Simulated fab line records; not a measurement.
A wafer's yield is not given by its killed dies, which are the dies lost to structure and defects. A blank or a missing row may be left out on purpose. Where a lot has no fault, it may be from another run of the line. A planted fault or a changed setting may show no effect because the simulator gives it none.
A struck lot beside a sound one + flow gf180mcu + 23 steps out of a route of 602
Sound: these wafers, L763.1, L763.2, L763.3. Struck: wafer L775.1. (L775.2, L775.5 of the same lot were not struck and are left out.) The cause comes at the end.
Order at every step that has rows: each side's tool, ch and its chambers, its first start. Under that, the readings that differ: sound wafers + struck wafers + difference of the means + sigmas: that difference in standard deviations of wafers without a fault.
alike: same words and numbers on both sides, and readings whose means sit less than 2 such deviations apart. not compared: any withheld reading, any reading some wafer has no value for, any bound like >300 that may hide the same value, and any number with overlapping values for which the record gives no deviation.
A row with sigmas, a row that says differs or no value, or rows on one side alone: a step with any of these is where the two part. Numbers that don't overlap but have no deviation are shown without sigmas and don't part them. Lack of a reading on every wafer of one side parts them only where that side has two or more wafers.

first, 2 steps without rows for these wafers: GF_HV_LDD_PEB_29; GF_HV_LDD_DEVELOP_30 (develop time 60 s).
GF_HV_LDD_CD_MEAS_31: the cd target is 400 nm.
  sound: cdSem-02 at day 13 16:47; struck: cdSem-01 at day 17 12:05
  alike: cdNm
GF_HV_LDD_OVL_MEAS_32:
  sound: overlay-02 at day 13 16:54; struck: overlay-02 at day 17 12:12
  alike: HV_LDD_02_OVL
then, 4 steps without rows for these wafers: GF_HV_LDD_IMPLANT_33; GF_HV_LDD_IMPLANT_34; GF_HV_LDD_IMPLANT_35; GF_HV_LDD_IMPLANT_36.
GF_HV_LDD_STRIP_37: strips in O2/N2.
  sound on plasmaAsher-02 ch 0,1, day 13 17:32; struck on plasmaAsher-02 ch 1, day 17 12:50
  alike: drypumpMotorCurrentA, heaterPowerW, oesProductAu, stripTimeToEndpointS
  not compared: rfHoursCounterH
GF_HV_LDD_TW_MEAS_38:
  sound: filmMetro-04 at day 13 17:38; struck: filmMetro-04 at day 17 12:56
  alike: HV_LDD_3_TW
then, 2 steps without rows for these wafers: GF_HV_LDD_DEHYDRATE_39 (time 60 s); GF_HV_LDD_HMDS_40 (prime time 60 s).
GF_HV_LDD_COAT_41: resist thk 1000 nm.
  sound on lithoTrack-01 ch 0, day 14 03:35; struck on lithoTrack-01 ch 0, day 18 00:08
| reading                                    | sound          | struck | difference | sigmas |
|--------------------------------------------|----------------|--------|------------|--------|
| model.NOVOLAK_of_HV_LDD_COAT_41.thkNm (nm) | 1001 1002 1004 | 951.8  | -50.5      |        |
then, 3 steps without rows for these wafers: GF_HV_LDD_SOFTBAKE_42 (time 60 s); GF_HV_LDD_EXPOSE_43 (exposes mask Pplus HV AREA, target cd 400 nm); GF_HV_LDD_PEB_44.
GF_HV_LDD_DEVELOP_45: develop time 60 s.
  sound on lithoTrack-02 ch 0, day 14 13:56; struck on lithoTrack-03 ch 0, day 18 11:52
| reading                                    | sound          | struck | difference | sigmas |
|--------------------------------------------|----------------|--------|------------|--------|
| model.NOVOLAK_of_HV_LDD_COAT_41.thkNm (nm) | 1001 1002 1004 | 951.4  | -50.9      |        |
GF_HV_LDD_CD_MEAS_46: the cd target is 400 nm.
  sound: cdSem-01 at day 14 14:05; struck: cdSem-02 at day 18 12:01
  alike: cdNm
GF_HV_LDD_OVL_MEAS_47:
  sound: overlay-01 at day 14 14:12; struck: overlay-02 at day 18 12:08
  alike: HV_LDD_03_OVL
next, for these wafers, 1 step has no rows: GF_HV_LDD_IMPLANT_48.
GF_HV_LDD_STRIP_49: strips in O2/N2.
  sound on plasmaAsher-03 ch 0,1, day 14 14:23; struck on plasmaAsher-04 ch 0, day 18 12:19
| reading                  | sound                | struck | difference | sigmas |
|--------------------------|----------------------|--------|------------|--------|
| stripTimeToEndpointS (s) | 12.635 12.648 12.692 | 12.053 | -0.605     | -20    |
  alike: drypumpMotorCurrentA, heaterPowerW, oesProductAu
  not compared: rfHoursCounterH
GF_HV_LDD_TW_MEAS_50:
  sound: filmMetro-03 at day 14 14:29; struck: filmMetro-04 at day 18 12:25
| reading     | sound       | struck | difference | sigmas |
|-------------|-------------|--------|------------|--------|
| HV_LDD_4_TW | 558 559 558 | 578    | +20        | +2     |
GF_PASSIVATION_PROBE_99:
  rows exist in the record for the sound wafers here (prober-01, day 31 01:22), none for the struck ones

WHERE THEY PART
First at GF_HV_LDD_STRIP_49; last, within this record, at GF_PASSIVATION_PROBE_99.

WHY: what the simulator had put in
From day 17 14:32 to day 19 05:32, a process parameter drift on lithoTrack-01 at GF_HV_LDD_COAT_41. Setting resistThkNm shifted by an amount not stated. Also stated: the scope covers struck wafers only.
